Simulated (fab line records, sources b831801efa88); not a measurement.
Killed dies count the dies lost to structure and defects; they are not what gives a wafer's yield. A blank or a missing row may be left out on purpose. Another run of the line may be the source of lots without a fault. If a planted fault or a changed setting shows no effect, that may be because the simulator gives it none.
fab line records | flow gf180mcu | part 1 of 2: steps 1 to 28 of 38
record lots=5 | wafers=15 | lastDay=34
route steps=602 shown V1@348 M2@362 V2@382
lots with no fault: from the same line, run without faults
startH: hours from the record's first day to the start of the lot's first wafer shown | waitH: time in hours since the lot's previous step | " same as the row above | L1.1+2: one row covering several wafers at once | - no value, or no start given | * or withheld: withheld | < > ~ a bound
route shown NAME@n: names a module that has steps shown in the file, with the first one's number in the route | usual: the fault-free wafers' mean and standard deviation | same: alike in all rows | chamber/n: place in a boat | sites: per-site readings | _std_site: their standard deviation | _edge_site: outer sites' mean less inner sites' | radiusMm: for every site, how far away it sits from the centre of the wafer | mask NAME#n: copy n | behind: the tool/chamber that last shaped the wafer | hold: why the lot was held/for how many hours/how that ended | device: whichever transistor did not switch (one of n, p or np) | end of line: tests of these same wafers at the route's end | a step with no rows: only its recipe | killed: at the first sort, the dies lost to defects and structure; wafer yield is something else | map: dies across one wafer; x = killed, . = not, _ = none there
set.NAME: the setting as run; set.NAME@STEP: as run at that earlier step | model.NAME: the simulator's own value behind a step, which no gauge read
a table for each step, a row for each wafer; lots at some steps of the route
services: the hour from which a tool's chamber was out of use, counted from the record's first day as startH (under 0 if before that day), plus the number of hours and why
## steps
# step GF_V1_DEVELOP_13
# recipe developTimeS=60 | resist=KrF | devTempC=21
lot.wafer  | tool          | chamber | startH | waitH
L075.2+4+6 | lithoTrack-02 | 0       | 419.45 | 0.2
L079.2+3+5 | lithoTrack-01 | 0       | 458.16 | 0.2
L090.1+2+3 | lithoTrack-02 | 0       | 548.47 | 0.2
L095.4+5+6 | lithoTrack-02 | 0       | 589.94 | 0.1
L097.4+5+6 | lithoTrack-01 | 0       | 607.21 | 0.1
# step GF_V1_CD_MEAS_14
# recipe targetCdNm=260
# usual cdNm=260.4/1.3
lot.wafer | tool     | chamber | startH | waitH | cdNm
L075.2    | cdSem-02 | -       | 419.59 | 0.1   | 259.6
L075.4    | "        | -       | "      | "     | 260.9
L075.6    | "        | -       | "      | "     | 259.3
L079.2    | cdSem-02 | -       | 458.31 | 0.1   | 260.4
L079.3    | "        | -       | "      | "     | 258.1
L079.5    | "        | -       | "      | "     | 260.0
L090.1    | cdSem-02 | -       | 548.70 | 0.2   | 259.4
L090.2    | "        | -       | "      | "     | 259.4
L090.3    | "        | -       | "      | "     | 259.9
L095.4    | cdSem-02 | -       | 590.08 | 0.1   | 260.3
L095.5    | "        | -       | "      | "     | 260.0
L095.6    | "        | -       | "      | "     | 261.1
L097.4    | cdSem-02 | -       | 607.34 | 0.1   | 260.3
L097.5    | "        | -       | "      | "     | 258.6
L097.6    | "        | -       | "      | "     | 258.2
# step GF_V1_OVL_MEAS_15
# usual V1_OVL=-4/5.3
lot.wafer | tool       | chamber | startH | waitH | V1_OVL[nm]
L075.2    | overlay-02 | -       | 419.70 | 0.1   | 1
L075.4    | "          | -       | "      | "     | -5
L075.6    | "          | -       | "      | "     | 0
L079.2    | overlay-02 | -       | 458.41 | 0.1   | -6
L079.3    | "          | -       | "      | "     | -8
L079.5    | "          | -       | "      | "     | -8
L090.1    | overlay-01 | -       | 548.82 | 0.1   | -2
L090.2    | "          | -       | "      | "     | -4
L090.3    | "          | -       | "      | "     | 2
L095.4    | overlay-02 | -       | 590.16 | 0.1   | -6
L095.5    | "          | -       | "      | "     | -9
L095.6    | "          | -       | "      | "     | -7
L097.4    | overlay-01 | -       | 607.42 | 0.1   | -10
L097.5    | "          | -       | "      | "     | -6
L097.6    | "          | -       | "      | "     | -1
# step GF_V1_ETCH_16
# recipe chemistry=N2/H2 | targetDepthA=withheld | overetchA=withheld | timeS=withheld | target=BARC | ionEnergyEv=200 | sourceW=500 | biasW=100 | pressureMtorr=30 | n2FlowSccm=100 | h2FlowSccm=200
# usual drypumpMotorCurrentA=5.7/0.38 | n2FlowSccm=100.00/0.28 | oesProductAu=0.855/0.005 | throttleValvePct=13.225/0.0081
lot.wafer | tool       | chamber | startH | waitH | drypumpMotorCurrentA | n2FlowSccm | oesProductAu | throttleValvePct
L075.2    | rieDiel-01 | 2       | 419.73 | 0.0   | 5.2                  | 99.94      | 0.853        | 13.221
L075.4    | "          | 1       | "      | "     | 5.6                  | 100.25     | 0.849        | 13.227
L075.6    | "          | 1       | "      | "     | 5.6                  | 100.14     | 0.851        | 13.223
L079.2    | rieDiel-04 | 1       | 458.44 | 0.0   | 5.4                  | 100.21     | 0.846        | 13.219
L079.3    | "          | 0       | "      | "     | 6.2                  | 100.31     | 0.854        | 13.217
L079.5    | "          | 1       | "      | "     | 5.4                  | 100.02     | 0.856        | 13.222
L090.1    | rieDiel-04 | 1       | 548.85 | 0.0   | 5.3                  | 99.55      | 0.858        | 13.231
L090.2    | "          | 0       | "      | "     | 6.2                  | 100.39     | 0.857        | 13.214
L090.3    | "          | 3       | "      | "     | 6.0                  | 100.16     | 0.862        | 13.229
L095.4    | rieDiel-01 | 3       | 590.18 | 0.0   | 6.3                  | 99.40      | 0.854        | 13.247
L095.5    | "          | 3       | "      | "     | 6.2                  | 99.34      | 0.852        | 13.225
L095.6    | "          | 2       | "      | "     | 5.2                  | 99.84      | 0.861        | 13.219
L097.4    | rieDiel-04 | 0       | 607.46 | 0.0   | 6.3                  | 100.26     | 0.848        | 13.229
L097.5    | "          | 2       | "      | "     | 5.8                  | 99.72      | 0.858        | 13.223
L097.6    | "          | 3       | "      | "     | 6.1                  | 99.99      | 0.862        | 13.232
# step GF_V1_ETCH_17
# recipe chemistry=C4F8/O2/Ar | maskMaterial=KrF | target=SiO2 | stopOn=TiN | sourceW=1500 | biasW=1200 | pressureMtorr=40 | c4f8FlowSccm=withheld | O2_flow_sccm=6 | Ar_flow_sccm=300 | timeS=withheld | targetDepthA=6300
# usual oesProductAu=0.856/0.0043
lot.wafer | tool       | chamber | startH | waitH | oesProductAu
L075.2    | rieDiel-01 | 2       | -      | -     | 0.854
L075.4    | "          | 1       | "      | "     | 0.861
L075.6    | "          | 1       | "      | "     | 0.851
L079.2    | rieDiel-04 | 1       | -      | -     | 0.858
L079.3    | "          | 0       | "      | "     | 0.855
L079.5    | "          | 1       | "      | "     | 0.857
L090.1    | rieDiel-04 | 1       | -      | -     | 0.854
L090.2    | "          | 0       | "      | "     | 0.856
L090.3    | "          | 3       | "      | "     | 0.852
L095.4    | rieDiel-01 | 3       | -      | -     | 0.853
L095.5    | "          | 3       | "      | "     | 0.853
L095.6    | "          | 2       | "      | "     | 0.850
L097.4    | rieDiel-04 | 0       | -      | -     | 0.856
L097.5    | "          | 2       | "      | "     | 0.863
L097.6    | "          | 3       | "      | "     | 0.854
# step GF_V1_STRIP_18
# recipe chemistry=O2/N2 | powerW=1400 | pressureMtorr=1500 | platenTempC=250 | o2FlowSccm=3000 | n2FlowSccm=300 | overashFraction=0.5
# usual drypumpMotorCurrentA=5.9/0.6 | heaterPowerW=340/43 | n2FlowSccm=300.1/1 | oesProductAu=0.592/0.0048
lot.wafer | tool           | chamber | startH | waitH | drypumpMotorCurrentA | heaterPowerW | n2FlowSccm | oesProductAu | rfHoursCounterH
L075.2    | plasmaAsher-04 | 1       | 419.86 | -     | 6.1                  | 387          | 298.6      | 0.593        | 77
L075.4    | "              | 0       | "      | "     | 6.1                  | 350          | 299.3      | 0.590        | -
L075.6    | "              | 0       | "      | "     | 6.1                  | 358          | 299.1      | 0.600        | -
L079.2    | plasmaAsher-04 | 1       | 458.57 | -     | 6.1                  | 381          | 299.2      | 0.589        | 3
L079.3    | "              | 0       | "      | "     | 6.1                  | 335          | 300.0      | 0.596        | -
L079.5    | "              | 0       | "      | "     | 6.1                  | 336          | 301.0      | 0.596        | -
L090.1    | plasmaAsher-01 | 0       | 548.98 | -     | 6.3                  | 375          | 300.8      | 0.594        | 72
L090.2    | "              | 1       | "      | "     | 6.6                  | 269          | 300.3      | 0.586        | 72
L090.3    | "              | 1       | "      | "     | 6.6                  | 272          | 300.5      | 0.586        | -
L095.4    | plasmaAsher-01 | 0       | 590.34 | -     | 6.2                  | 394          | 301.4      | 0.586        | -
L095.5    | "              | 0       | "      | "     | 6.2                  | 381          | 299.3      | 0.591        | -
L095.6    | "              | 1       | "      | "     | 6.6                  | 271          | 300.7      | 0.587        | -
L097.4    | plasmaAsher-04 | 1       | 607.60 | -     | 6.1                  | 379          | 299.9      | 0.595        | -
L097.5    | "              | 1       | "      | "     | 6.1                  | 383          | 299.8      | 0.593        | -
L097.6    | "              | 0       | "      | "     | 6.1                  | 332          | 299.5      | 0.592        | -
# step GF_V1_STRIP_19
# recipe chemistry=postEtchResidueRemover | timeS=1200 | tempC=72.5
lot.wafer  | tool        | chamber | startH | waitH
L075.2+4+6 | wetBench-04 | 3       | 419.96 | 0.1
L079.2+3+5 | wetBench-04 | 3       | 458.67 | 0.1
L090.1+2+3 | wetBench-02 | 3       | 549.08 | 0.1
L095.4+5+6 | wetBench-01 | 3       | 590.40 | 0.0
L097.4+5+6 | wetBench-02 | 1       | 607.67 | 0.0
# step GF_V1_CLEAN_20
# recipe chemistry=DIW | dry=n2Spin
lot.wafer  | tool        | chamber | startH | waitH
L075.2+4+6 | wetBench-01 | 2       | 420.30 | 0.0
L079.2+3+5 | wetBench-01 | 3       | 459.36 | 0.0
L090.1+2+3 | wetBench-04 | 2       | 549.43 | 0.0
L095.4+5+6 | wetBench-02 | 3       | 590.75 | 0.0
L097.4+5+6 | wetBench-01 | 1       | 608.01 | 0.0
# step GF_V1_SPUTTER_21
# recipe material=Ti | targetThkNm=15 | chamberPressurePa=5 | powerW=2500 | substrateTempC=200 | timeS=77.94
# usual throttleValvePct=29.6/0.97
lot.wafer | tool          | chamber | startH | waitH | throttleValvePct
L075.2    | pvdSputter-04 | -       | 420.40 | 0.0   | 28.7
L075.4    | "             | -       | "      | "     | 29.6
L075.6    | "             | -       | "      | "     | 30.8
L079.2    | pvdSputter-01 | -       | 459.45 | 0.0   | 27.8
L079.3    | "             | -       | "      | "     | 30.7
L079.5    | "             | -       | "      | "     | 27.8
L090.1    | pvdSputter-02 | -       | 549.53 | 0.0   | 30.3
L090.2    | "             | -       | "      | "     | 31.1
L090.3    | "             | -       | "      | "     | 29.7
L095.4    | pvdSputter-01 | -       | 590.89 | 0.0   | 29.8
L095.5    | "             | -       | "      | "     | 27.7
L095.6    | "             | -       | "      | "     | 29.2
L097.4    | pvdSputter-01 | -       | 608.19 | 0.0   | 27.9
L097.5    | "             | -       | "      | "     | 29.2
L097.6    | "             | -       | "      | "     | 27.8
# step GF_V1_SPUTTER_22
# recipe material=TiN | targetThkNm=10 | chamberPressurePa=5 | powerW=4000 | timeS=40
# usual throttleValvePct=29.6/0.96
lot.wafer | tool          | chamber | startH | waitH | throttleValvePct
L075.2    | pvdSputter-04 | -       | 420.46 | 0.0   | 28.4
L075.4    | "             | -       | "      | "     | 29.4
L075.6    | "             | -       | "      | "     | 30.7
L079.2    | pvdSputter-01 | -       | 459.51 | 0.0   | 28.2
L079.3    | "             | -       | "      | "     | 30.6
L079.5    | "             | -       | "      | "     | 27.6
L090.1    | pvdSputter-02 | -       | 549.59 | 0.0   | 30.6
L090.2    | "             | -       | "      | "     | 30.9
L090.3    | "             | -       | "      | "     | 29.4
L095.4    | pvdSputter-01 | -       | 590.94 | 0.0   | 29.9
L095.5    | "             | -       | "      | "     | 27.9
L095.6    | "             | -       | "      | "     | 29.0
L097.4    | pvdSputter-01 | -       | 608.26 | 0.0   | 27.9
L097.5    | "             | -       | "      | "     | 28.9
L097.6    | "             | -       | "      | "     | 28.1
# step GF_V1_CVD_23
# recipe material=W | targetThkNm=350 | timeS=105.05 | tempC=400 | pressureTorr=40
# usual chamberPressureTorr=40.00/0.09 | heaterPowerW=811/72
lot.wafer | tool    | chamber | startH | waitH | chamberPressureTorr | heaterPowerW
L075.2    | cvdW-02 | 0       | 420.50 | 0.0   | 39.99               | 688
L075.4    | "       | 1       | "      | "     | 40.06               | 826
L075.6    | "       | 0       | "      | "     | 40.08               | 667
L079.2    | cvdW-01 | 1       | 459.55 | 0.0   | 40.15               | 855
L079.3    | "       | 0       | "      | "     | 40.07               | 816
L079.5    | "       | 0       | "      | "     | 40.00               | 818
L090.1    | cvdW-01 | 0       | 549.63 | 0.0   | 39.78               | 818
L090.2    | "       | 1       | "      | "     | 39.91               | 892
L090.3    | "       | 1       | "      | "     | 40.02               | 878
L095.4    | cvdW-02 | 1       | 590.99 | 0.0   | 40.02               | 834
L095.5    | "       | 1       | "      | "     | 39.98               | 869
L095.6    | "       | 0       | "      | "     | 39.99               | 680
L097.4    | cvdW-02 | 1       | 608.33 | 0.1   | 40.04               | 871
L097.5    | "       | 0       | "      | "     | 40.05               | 682
L097.6    | "       | 1       | "      | "     | 39.85               | 852
# step GF_V1_RS_MEAS_24
# recipe thkMeasGauge=four-point-probe | reads=W_of_V1_CVD_23+TiN_of_V1_SPUTTER_22+Ti_of_V1_SPUTTER_21
# usual V1_W_RS=0.328/0.0034
lot.wafer | tool         | chamber | startH | waitH | V1_W_RS[ohm/sq]
L075.2    | filmMetro-02 | -       | 420.63 | 0.1   | 0.331
L075.4    | "            | -       | "      | "     | 0.325
L075.6    | "            | -       | "      | "     | 0.330
L079.2    | filmMetro-04 | -       | 459.68 | 0.1   | 0.328
L079.3    | "            | -       | "      | "     | 0.327
L079.5    | "            | -       | "      | "     | 0.324
L090.1    | filmMetro-01 | -       | 549.74 | 0.1   | 0.324
L090.2    | "            | -       | "      | "     | 0.323
L090.3    | "            | -       | "      | "     | 0.326
L095.4    | filmMetro-04 | -       | 591.13 | 0.1   | 0.334
L095.5    | "            | -       | "      | "     | 0.330
L095.6    | "            | -       | "      | "     | 0.332
L097.4    | filmMetro-02 | -       | 608.47 | 0.1   | 0.332
L097.5    | "            | -       | "      | "     | 0.330
L097.6    | "            | -       | "      | "     | 0.329
# step GF_V1_THK_MEAS_25
# recipe thkMeasGauge=xrf | reads=W_of_V1_CVD_23
# usual V1_W_THK=364/5.1
lot.wafer | tool         | chamber | startH | waitH | V1_W_THK[nm]
L075.2    | filmMetro-02 | -       | 420.74 | 0.1   | 360
L075.4    | "            | -       | "      | "     | 366
L075.6    | "            | -       | "      | "     | 361
L079.2    | filmMetro-04 | -       | 459.79 | 0.1   | 366
L079.3    | "            | -       | "      | "     | 363
L079.5    | "            | -       | "      | "     | 368
L090.1    | filmMetro-01 | -       | 549.86 | 0.1   | 373
L090.2    | "            | -       | "      | "     | 372
L090.3    | "            | -       | "      | "     | 372
L095.4    | filmMetro-04 | -       | 591.22 | 0.1   | 358
L095.5    | "            | -       | "      | "     | 362
L095.6    | "            | -       | "      | "     | 360
L097.4    | filmMetro-02 | -       | 608.56 | 0.1   | 361
L097.5    | "            | -       | "      | "     | 363
L097.6    | "            | -       | "      | "     | 362
# step GF_V1_CMP_26
# recipe stopOn=SiO2 | downForcePsi=3.5 | platenRpm=60 | tOverpolishS=15 | targetThkNm=0 | padVelocityMS=0.94248
# usual motorCurrentA=10.8/0.67 | overpolishRunS=14.999/0.0087 | timeToEndpointS=85.7/2.7
lot.wafer | tool   | chamber | startH | waitH | motorCurrentA | overpolishRunS | timeToEndpointS
L075.2    | cmp-01 | 3       | 420.79 | 0.0   | 10.4          | 14.999         | 89.6
L075.4    | "      | 2       | "      | "     | 11.4          | 15.007         | 87.6
L075.6    | "      | 3       | "      | "     | 10.5          | 14.998         | 86.6
L079.3    | cmp-01 | 0       | 459.84 | 0.0   | 9.7           | 14.990         | 83.2
L079.2    | "      | 3       | "      | "     | 10.6          | 14.990         | 82.5
L079.5    | "      | 1       | "      | "     | 11.4          | 15.002         | 81.1
L090.2    | cmp-02 | 3       | 549.97 | 0.1   | 10.5          | 15.016         | 87.0
L090.1    | "      | 0       | "      | "     | 11.3          | 14.999         | 86.9
L090.3    | "      | 1       | "      | "     | 10.4          | 15.004         | 83.4
L095.4    | cmp-01 | 0       | 591.40 | 0.2   | 10.4          | 15.000         | 86.6
L095.5    | "      | 1       | "      | "     | 11.1          | 14.987         | 86.9
L095.6    | "      | 2       | "      | "     | 12.1          | 14.994         | 88.3
L097.4    | cmp-01 | 2       | 608.59 | 0.0   | 11.7          | 15.010         | 84.4
L097.5    | "      | 2       | "      | "     | 11.9          | 14.989         | 86.7
L097.6    | "      | 3       | "      | "     | 10.0          | 14.997         | 84.0
# step GF_M2_SPUTTER_00
# recipe material=Ti | targetThkNm=37.5 | arrivingIonEnergyEv=80 | substrateTempC=200 | chamberPressurePa=2 | powerW=4000 | timeS=150
# usual throttleValvePct=29.8/1.1
lot.wafer | tool          | chamber | startH | waitH | throttleValvePct
L075.2    | pvdSputter-03 | -       | 421.09 | 0.2   | 30.4
L075.4    | "             | -       | "      | "     | 30.2
L075.6    | "             | -       | "      | "     | 30.4
L079.2    | pvdSputter-04 | -       | 460.14 | 0.1   | 28.8
L079.3    | "             | -       | "      | "     | 30.1
L079.5    | "             | -       | "      | "     | 29.3
L090.1    | pvdSputter-01 | -       | 550.22 | 0.1   | 28.9
L090.2    | "             | -       | "      | "     | 29.7
L090.3    | "             | -       | "      | "     | 30.7
L095.4    | pvdSputter-04 | -       | 591.60 | 0.1   | 30.2
L095.5    | "             | -       | "      | "     | 30.6
L095.6    | "             | -       | "      | "     | 29.6
L097.4    | pvdSputter-04 | -       | 608.89 | 0.2   | 30.6
L097.5    | "             | -       | "      | "     | 29.8
L097.6    | "             | -       | "      | "     | 28.6
# step GF_M2_SPUTTER_01
# recipe material=TiN | targetThkNm=30 | powerW=6500 | timeS=25 | chamberPressurePa=0.4
# usual throttleValvePct=29.9/1.1
lot.wafer | tool          | chamber | startH | waitH | throttleValvePct
L075.2    | pvdSputter-03 | -       | 421.19 | 0.1   | 30.4
L075.4    | "             | -       | "      | "     | 30.4
L075.6    | "             | -       | "      | "     | 30.5
L079.2    | pvdSputter-04 | -       | 460.24 | 0.1   | 28.6
L079.3    | "             | -       | "      | "     | 30.5
L079.5    | "             | -       | "      | "     | 29.7
L090.1    | pvdSputter-01 | -       | 550.32 | 0.1   | 29.1
L090.2    | "             | -       | "      | "     | 29.6
L090.3    | "             | -       | "      | "     | 30.9
L095.4    | pvdSputter-04 | -       | 591.66 | 0.0   | 30.0
L095.5    | "             | -       | "      | "     | 30.9
L095.6    | "             | -       | "      | "     | 29.6
L097.4    | pvdSputter-04 | -       | 608.99 | 0.1   | 30.6
L097.5    | "             | -       | "      | "     | 29.4
L097.6    | "             | -       | "      | "     | 28.6
# step GF_M2_SPUTTER_02
# recipe material=AlCu | targetThkNm=450 | powerW=10600 | timeS=23.9 | chamberPressurePa=0.4
# usual throttleValvePct=29.8/1.1
lot.wafer | tool          | chamber | startH | waitH | throttleValvePct
L075.2    | pvdSputter-03 | -       | 421.22 | 0.0   | 30.4
L075.4    | "             | -       | "      | "     | 30.3
L075.6    | "             | -       | "      | "     | 30.3
L079.2    | pvdSputter-04 | -       | 460.27 | 0.0   | 28.7
L079.3    | "             | -       | "      | "     | 30.2
L079.5    | "             | -       | "      | "     | 29.6
L090.1    | pvdSputter-01 | -       | 550.35 | 0.0   | 29.2
L090.2    | "             | -       | "      | "     | 29.9
L090.3    | "             | -       | "      | "     | 30.6
L095.4    | pvdSputter-04 | -       | 591.69 | 0.0   | 30.1
L095.5    | "             | -       | "      | "     | 30.7
L095.6    | "             | -       | "      | "     | 29.7
L097.4    | pvdSputter-04 | -       | 609.02 | 0.0   | 30.4
L097.5    | "             | -       | "      | "     | 29.6
L097.6    | "             | -       | "      | "     | 28.5
# step GF_M2_SPUTTER_03
# recipe material=Ti | targetThkNm=10 | substrateTempC=300 | chamberPressurePa=0.3 | powerW=3000 | timeS=6.7
# usual throttleValvePct=29.9/1.1
lot.wafer | tool          | chamber | startH | waitH | throttleValvePct
L075.2    | pvdSputter-03 | -       | 421.25 | 0.0   | 30.6
L075.4    | "             | -       | "      | "     | 30.4
L075.6    | "             | -       | "      | "     | 30.5
L079.2    | pvdSputter-04 | -       | 460.30 | 0.0   | 28.6
L079.3    | "             | -       | "      | "     | 30.3
L079.5    | "             | -       | "      | "     | 29.5
L090.1    | pvdSputter-01 | -       | 550.38 | 0.0   | 29.2
L090.2    | "             | -       | "      | "     | 29.6
L090.3    | "             | -       | "      | "     | 30.6
L095.4    | pvdSputter-04 | -       | 591.72 | 0.0   | 30.0
L095.5    | "             | -       | "      | "     | 30.5
L095.6    | "             | -       | "      | "     | 29.6
L097.4    | pvdSputter-04 | -       | 609.05 | 0.0   | 30.4
L097.5    | "             | -       | "      | "     | 29.4
L097.6    | "             | -       | "      | "     | 28.5
# step GF_M2_SPUTTER_04
# recipe material=TiN | targetThkNm=50 | powerW=6500 | timeS=41.7 | chamberPressurePa=0.4
# usual throttleValvePct=29.8/1.1
lot.wafer | tool          | chamber | startH | waitH | throttleValvePct
L075.2    | pvdSputter-03 | -       | 421.27 | 0.0   | 30.5
L075.4    | "             | -       | "      | "     | 30.1
L075.6    | "             | -       | "      | "     | 30.5
L079.2    | pvdSputter-04 | -       | 460.32 | 0.0   | 28.7
L079.3    | "             | -       | "      | "     | 30.2
L079.5    | "             | -       | "      | "     | 29.6
L090.1    | pvdSputter-01 | -       | 550.40 | 0.0   | 29.0
L090.2    | "             | -       | "      | "     | 29.8
L090.3    | "             | -       | "      | "     | 30.6
L095.4    | pvdSputter-04 | -       | 591.75 | 0.0   | 30.0
L095.5    | "             | -       | "      | "     | 30.5
L095.6    | "             | -       | "      | "     | 29.5
L097.4    | pvdSputter-04 | -       | 609.07 | 0.0   | 30.6
L097.5    | "             | -       | "      | "     | 29.7
L097.6    | "             | -       | "      | "     | 28.7
# step GF_M2_RS_MEAS_05
# recipe thkMeasGauge=four-point-probe | reads=TiN_of_M2_SPUTTER_04+Ti_of_M2_SPUTTER_03+AlCu_of_M2_SPUTTER_02+TiN_of_M2_SPUTTER_01+Ti_of_M2_SPUTTER_00
# usual M2_ALCU_RS=0.0695/0.00059
lot.wafer | tool         | chamber | startH | waitH | M2_ALCU_RS[ohm/sq]
L075.2    | filmMetro-04 | -       | 421.33 | 0.0   | 0.0704
L075.4    | "            | -       | "      | "     | 0.0704
L075.6    | "            | -       | "      | "     | 0.0696
L079.2    | filmMetro-04 | -       | 460.38 | 0.0   | 0.0700
L079.3    | "            | -       | "      | "     | 0.0695
L079.5    | "            | -       | "      | "     | 0.0695
L090.1    | filmMetro-03 | -       | 550.44 | 0.0   | 0.0693
L090.2    | "            | -       | "      | "     | 0.0687
L090.3    | "            | -       | "      | "     | 0.0686
L095.4    | filmMetro-04 | -       | 591.83 | 0.1   | 0.0697
L095.5    | "            | -       | "      | "     | 0.0700
L095.6    | "            | -       | "      | "     | 0.0697
L097.4    | filmMetro-01 | -       | 609.17 | 0.1   | 0.0693
L097.5    | "            | -       | "      | "     | 0.0694
L097.6    | "            | -       | "      | "     | 0.0699
# step GF_M2_THK_MEAS_06
# recipe thkMeasGauge=xrf | reads=AlCu_of_M2_SPUTTER_02
# usual M2_ALCU_THK=450/4.5
lot.wafer | tool         | chamber | startH | waitH | M2_ALCU_THK[nm]
L075.2    | filmMetro-04 | -       | 421.44 | 0.1   | 448
L075.4    | "            | -       | "      | "     | 448
L075.6    | "            | -       | "      | "     | 454
L079.2    | filmMetro-04 | -       | 460.49 | 0.1   | 449
L079.3    | "            | -       | "      | "     | 448
L079.5    | "            | -       | "      | "     | 452
L090.1    | filmMetro-03 | -       | 550.56 | 0.1   | 445
L090.2    | "            | -       | "      | "     | 450
L090.3    | "            | -       | "      | "     | 451
L095.4    | filmMetro-04 | -       | 591.92 | 0.1   | 447
L095.5    | "            | -       | "      | "     | 447
L095.6    | "            | -       | "      | "     | 449
L097.4    | filmMetro-01 | -       | 609.26 | 0.1   | 455
L097.5    | "            | -       | "      | "     | 456
L097.6    | "            | -       | "      | "     | 453
# step GF_M2_DEHYDRATE_07
# recipe tempC=200 | timeS=60
lot.wafer  | tool          | chamber | startH | waitH
L075.2+4+6 | lithoTrack-04 | 0       | 433.03 | 11.6
L079.2+3+5 | lithoTrack-03 | 0       | 471.57 | 11.1
L090.1+2+3 | lithoTrack-03 | 0       | 561.10 | 10.5
L095.4+5+6 | lithoTrack-01 | 0       | 601.91 | 10.0
L097.4+5+6 | lithoTrack-01 | 0       | 619.71 | 10.4
# step GF_M2_HMDS_08
# recipe primeTimeS=60 | primeTempC=120
lot.wafer  | tool          | chamber | startH | waitH
L075.2+4+6 | lithoTrack-04 | 0       | 433.18 | 0.1
L079.2+3+5 | lithoTrack-03 | 0       | 471.72 | 0.1
L090.1+2+3 | lithoTrack-03 | 0       | 561.25 | 0.1
L095.4+5+6 | lithoTrack-01 | 0       | 602.06 | 0.1
L097.4+5+6 | lithoTrack-01 | 0       | 619.86 | 0.1
# step GF_M2_COAT_09
# recipe resist=KrF | spinRpm=withheld | resistThkNm=1000
lot.wafer  | tool          | chamber | startH | waitH
L075.2+4+6 | lithoTrack-04 | 0       | 433.33 | 0.1
L079.2+3+5 | lithoTrack-03 | 0       | 471.87 | 0.1
L090.1+2+3 | lithoTrack-03 | 0       | 561.40 | 0.1
L095.4+5+6 | lithoTrack-01 | 0       | 602.21 | 0.1
L097.4+5+6 | lithoTrack-01 | 0       | 620.01 | 0.1
# step GF_M2_SOFTBAKE_10
# recipe tempC=130 | timeS=60 | resist=KrF
lot.wafer  | tool          | chamber | startH | waitH
L075.2+4+6 | lithoTrack-04 | 0       | 433.48 | 0.1
L079.2+3+5 | lithoTrack-03 | 0       | 472.02 | 0.1
L090.1+2+3 | lithoTrack-03 | 0       | 561.55 | 0.1
L095.4+5+6 | lithoTrack-01 | 0       | 602.36 | 0.1
L097.4+5+6 | lithoTrack-01 | 0       | 620.16 | 0.1
# step GF_M2_EXPOSE_11
# recipe maskId=Metal2 | targetCdNm=280 | na=0.68 | sourceShape=conventional | sigmaOuter=0.6 | doseMj=28
# usual focusOffsetNm=0.1/0.57 | reticleTempC=23.03/0.13
lot.wafer | tool          | chamber | startH | waitH | mask     | focusOffsetNm | reticleTempC
L075.2    | krfScanner-01 | 0       | -      | -     | Metal2#0 | 1.0           | 22.93
L075.4    | "             | 0       | "      | "     | Metal2#0 | 1.3           | 23.03
L075.6    | "             | 0       | "      | "     | Metal2#0 | 0.5           | 22.99
L079.2    | krfScanner-01 | 0       | -      | -     | Metal2#0 | -0.5          | 22.75
L079.3    | "             | 0       | "      | "     | Metal2#0 | 0.2           | 22.84
L079.5    | "             | 0       | "      | "     | Metal2#0 | -0.6          | 22.80
L090.1    | krfScanner-01 | 0       | -      | -     | Metal2#0 | -0.1          | 22.97
L090.2    | "             | 0       | "      | "     | Metal2#0 | -0.2          | 22.74
L090.3    | "             | 0       | "      | "     | Metal2#0 | -0.3          | 22.96
L095.4    | krfScanner-01 | 0       | -      | -     | Metal2#0 | -0.3          | 23.18
L095.5    | "             | 0       | "      | "     | Metal2#0 | 0.4           | 23.02
L095.6    | "             | 0       | "      | "     | Metal2#0 | 0.3           | 23.09
L097.4    | krfScanner-01 | 0       | -      | -     | Metal2#0 | 1.5           | 23.12
L097.5    | "             | 0       | "      | "     | Metal2#0 | -0.4          | 23.08
L097.6    | "             | 0       | "      | "     | Metal2#0 | 0.0           | 23.11
# step GF_M2_PEB_12
# recipe pebTempC=135 | pebTimeS=90 | resist=KrF
lot.wafer  | tool          | chamber | startH | waitH
L075.2+4+6 | lithoTrack-04 | 0       | -      | -
L079.2+3+5 | lithoTrack-03 | 0       | -      | -
L090.1+2+3 | lithoTrack-04 | 0       | -      | -
L095.4+5+6 | lithoTrack-03 | 0       | -      | -
L097.4+5+6 | lithoTrack-04 | 0       | -      | -
# step GF_M2_DEVELOP_13
# recipe developTimeS=60 | devTempC=21
lot.wafer  | tool          | chamber | startH | waitH
L075.2+4+6 | lithoTrack-04 | 0       | 445.53 | 0.2
L079.2+3+5 | lithoTrack-03 | 0       | 484.22 | 0.2
L090.1+2+3 | lithoTrack-04 | 0       | 572.40 | 0.2
L095.4+5+6 | lithoTrack-03 | 0       | 612.62 | 0.1
L097.4+5+6 | lithoTrack-04 | 0       | 630.23 | 0.1
